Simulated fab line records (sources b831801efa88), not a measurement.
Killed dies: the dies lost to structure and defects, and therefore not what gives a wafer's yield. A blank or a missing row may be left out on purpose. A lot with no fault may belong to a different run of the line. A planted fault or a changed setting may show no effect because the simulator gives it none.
Comparing a struck lot with a sound one :: flow sfq_line :: 14 out of 325 route steps
Sound: these wafers, L127.1, L127.4, L127.5. Wafers struck: L129.2, L129.3, L129.6. The cause is given at the end.
Each step with rows lists, per side, the tool, then ch with its chambers, then its first start. Under that, the readings that differ: sound wafers :: struck wafers :: difference of the means :: sigmas: that difference in standard deviations of wafers without a fault.
alike: words and numbers the same on both sides, and readings whose means are apart by under 2 such deviations; not compared: readings that were withheld, readings missing a value for some wafer, numbers with overlapping values and no deviation given by the record, and bounds like >300 which may hide the same value.
A row with sigmas, a row that says differs or no value, or rows on one side alone: a step with any of these is where the two part. Non-overlapping numbers with no deviation appear without sigmas and do not part them. Lack of a reading on every wafer of one side parts them only where that side has two or more wafers.

SFQ_INCOMING_BOW_MEAS_900:
  sound on film_metro-01 at day 3 02:00; struck on film_metro-01 at day 3 12:01
  alike: INCOMING_BOW
then, 1 step without rows for these wafers: SFQ_TRILAYER_INCOMING_OXIDATION_002 (target thk 500 nm, ox time 4939 s).
SFQ_TRILAYER_L0_DEP_SPUTTER_003: material MoNx KI, target thk 40 nm, time 100 s.
  sound on pvd_sputter-06 at day 3 04:29; struck on pvd_sputter-03 at day 3 14:29
  alike: throttle_valve_pct
SFQ_L0_RS_MEAS_901: the measuring method here is four-point-probe.
  sound on film_metro-04 at day 3 04:34; struck on film_metro-01 at day 3 14:35
reading: L0_MONX_KI_RS (ohm/sq)
sound: 43.8 43.0 43.5
struck: 45.1 44.5 44.5
difference: +1.3
sigmas: +2
SFQ_L0_THK_MEAS_902: measures by xrf.
  sound on film_metro-04 at day 3 04:41; struck on film_metro-01 at day 3 14:41
reading: L0_MONX_KI_THK (nm)
sound: 39.8 40.5 40.3
struck: 38.6 39.0 39.1
difference: -1.3
sigmas: -3
then, 4 steps without rows for these wafers: SFQ_TRILAYER_L0_LITHO_COAT_010 (resist thk 62 nm); SFQ_TRILAYER_L0_LITHO_COAT_005 (resist thk 600 nm); SFQ_TRILAYER_L0_LITHO_SOFTBAKE_009; SFQ_TRILAYER_L0_LITHO_EXPOSE_006 (exposes mask L0, target cd 2000 nm).
-- the record jumps here: 3 days lie between the struck wafers' starts before and after --
SFQ_TRILAYER_L0_LITHO_PEB_008: peb time 60 s.
  sound on litho_track-04 ch 0, day 6 04:49; struck on litho_track-04 ch 0, day 6 18:02
reading: heater_power_total_W (W)
sound: 79.22 79.18 79.23
struck: 76.54 76.50 76.40
difference: -2.73
sigmas: -41

reading: plate_temp_C (C)
sound: 115.00 115.12 115.08
struck: 112.29 112.05 112.06
difference: -2.93
sigmas: -23
  alike: chill_plate_temp_C
then, 1 step without rows for these wafers: SFQ_TRILAYER_L0_LITHO_DEVELOP_007 (time 60 s).
SFQ_TRILAYER_L0_BARC_OPEN_METAL_ETCH_010: etches BARC in O2, target depth 125 nm, time 41.7 s.
  sound on rie_metal-01 ch 0,1, day 6 05:07; struck on rie_metal-02 ch 0,1, day 6 18:19
reading: model.L0.cd_nm (nm)
sound: 2001 2002 2001
struck: 2059 2060 2061
difference: +59
sigmas: 
  alike: bias_w, drypump_motor_current_A, oes_product_au
  not compared: rf_hours_counter_h
SFQ_TRILAYER_L0_ETCH_METAL_ETCH_008: etches MoNx KI in SF6/O2, stops on SiO2, target depth 50 nm, time 25 s.
  sound on rie_metal-01 ch 0,1, day 6 05:11; struck on rie_metal-02 ch 0,1, day 6 18:23
reading: oes_product_au (a.u.)
sound: 0.873 0.882 0.874
struck: 0.849 0.861 0.865
difference: -0.018
sigmas: -2

reading: model.L0.cd_nm (nm)
sound: 2002 2002 2002
struck: 2059 2060 2061
difference: +58
sigmas: 
  alike: bias_w, drypump_motor_current_A
  not compared: rf_hours_counter_h
SFQ_TRILAYER_L0_STRIP_STRIP_009: strips in O2.
  sound on rie_metal-01 ch 0,1, day 6 05:13; struck on rie_metal-02 ch 0,1, day 6 18:25
  alike: drypump_motor_current_A, oes_product_au
  not compared: rf_hours_counter_h

## WHERE THEY PART
At SFQ_L0_RS_MEAS_901 first; at SFQ_TRILAYER_L0_ETCH_METAL_ETCH_008 last (within this record only). Later steps at which nothing parts them and some readings are alike: SFQ_TRILAYER_L0_STRIP_STRIP_009.

WHY: the cause the simulator had injected
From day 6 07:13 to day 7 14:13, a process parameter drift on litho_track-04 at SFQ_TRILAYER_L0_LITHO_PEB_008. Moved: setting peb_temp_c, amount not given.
